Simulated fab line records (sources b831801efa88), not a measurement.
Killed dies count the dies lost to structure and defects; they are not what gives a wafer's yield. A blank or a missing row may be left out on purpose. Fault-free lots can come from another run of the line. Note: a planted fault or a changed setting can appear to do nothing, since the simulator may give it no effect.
8D (eight disciplines) problem report, filled in by code :: flow sky130 :: the parts of the form that need people (team, actions taken, sign-off) are left out

== 1. THE PROBLEM ==
Across 3 wafers from 2 lots, CONTACT_HDPCVD_THK at SKY_CONTACT_THK_MEAS_03 averages 227 nm, while fault-free wafers read 563 nm with a standard deviation of 6.6. That is -51 standard deviations from the usual mean.
Earliest sighting: wafer L739.3 on film_metro-01 at day 33 18:43. At this step, 40 wafers from 14 lots have a number in the record. The rule behind "out" and "out of limits": a value lying over 4 standard deviations away from the usual mean. The rest of the wafers with a number are treated as sound.

== 2. WHAT IT IS; WHAT IT IS NOT ==
question: which readings at this step
is: CONTACT_HDPCVD_THK
is not: -

question: which lots
is: L739, L741
is not: L726, L727, L728, L731, L732, L734, L735, L736, L737, L747, L748, L749

question: which wafers of those lots
is: L739.3, L739.4, L741.4
is not: L741.6

question: read on which gauges
is: film_metro-01
is not: film_metro-02, film_metro-03

question: when
is: from day 33 18:43
is not: up to then (27 sound wafers); but 10 sound wafers of L741, L747, L748, L749 came after

== 3. SUSPECTS, AND WHAT RULES EACH OUT ==
Counting: a tool at a process step up to the reading stays a suspect if it ran every lot that is out. Sound lots after the first of them don't rule it out here, since some wafers of a struck lot are sound.
- ruled out: the gauge at SKY_CONTACT_THK_MEAS_03. All the wafers that are out were read on film_metro-01, but those of them that SKY_CONTACT_CMP_04 has rows for are out there too, on other tools.
- hdpcvd-02 at SKY_CONTACT_HDPCVD_02 (deposits SiO2, target thk 565 nm, time 94.2 s): kept. Ran every lot that is out, first one L739 (day 33 18:37); last sound lot up to then L737 (day 33 09:18).
Remaining after the count: hdpcvd-02 at SKY_CONTACT_HDPCVD_02.

== 4. THE CAUSE (what the simulator had put in) ==
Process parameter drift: hdpcvd-02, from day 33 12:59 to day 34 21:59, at SKY_CONTACT_HDPCVD_02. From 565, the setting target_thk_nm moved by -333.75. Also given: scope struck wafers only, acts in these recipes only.
The count eliminated every tool but this one.

== 5. THE EFFECT CHAIN, in route order ==
One row per reading whose mean, taken over the struck wafers that have a number, lies over 3 standard deviations from the usual. Readings are gone through only where the record gives a usual standard deviation; hours: the median, over the lots, of the time from a lot's start at the first step in this table giving one to that lot's start at this step; sigmas: the change measured in usual standard deviations.
hours: 0
step: SKY_CONTACT_THK_MEAS_03
reading: CONTACT_HDPCVD_THK
usual: 563 nm
on struck wafers: 227
change: -336
sigmas: -51

hours: 0
step: SKY_CONTACT_CMP_04
reading: time_to_endpoint_s
usual: 83 s
on struck wafers: 39
change: -44
sigmas: -12

hours: 27
step: SKY_CONTACT_ETCH_17
reading: oes_product_au
usual: 0.892 a.u.
on struck wafers: 0.721
change: -0.171
sigmas: -41
It contains these process steps:
- SKY_CONTACT_CMP_04: polishes SiO2.
- SKY_CONTACT_ETCH_17: etches SiO2 in C4F8/O2/Ar, stops on Si3N4, target depth 340 nm.

== 6. HOW IT WOULD HAVE BEEN CAUGHT EARLIER ==
Counted from the fault's start at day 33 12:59, it took 6 hours until the first out-of-limits reading at a measuring or inspecting step in this record, taken at day 33 18:43.
Among the 2 lots that are out, L741 began SKY_CONTACT_HDPCVD_02 on hdpcvd-02 after day 33 18:43. Putting the tool on hold at that point would have spared it.
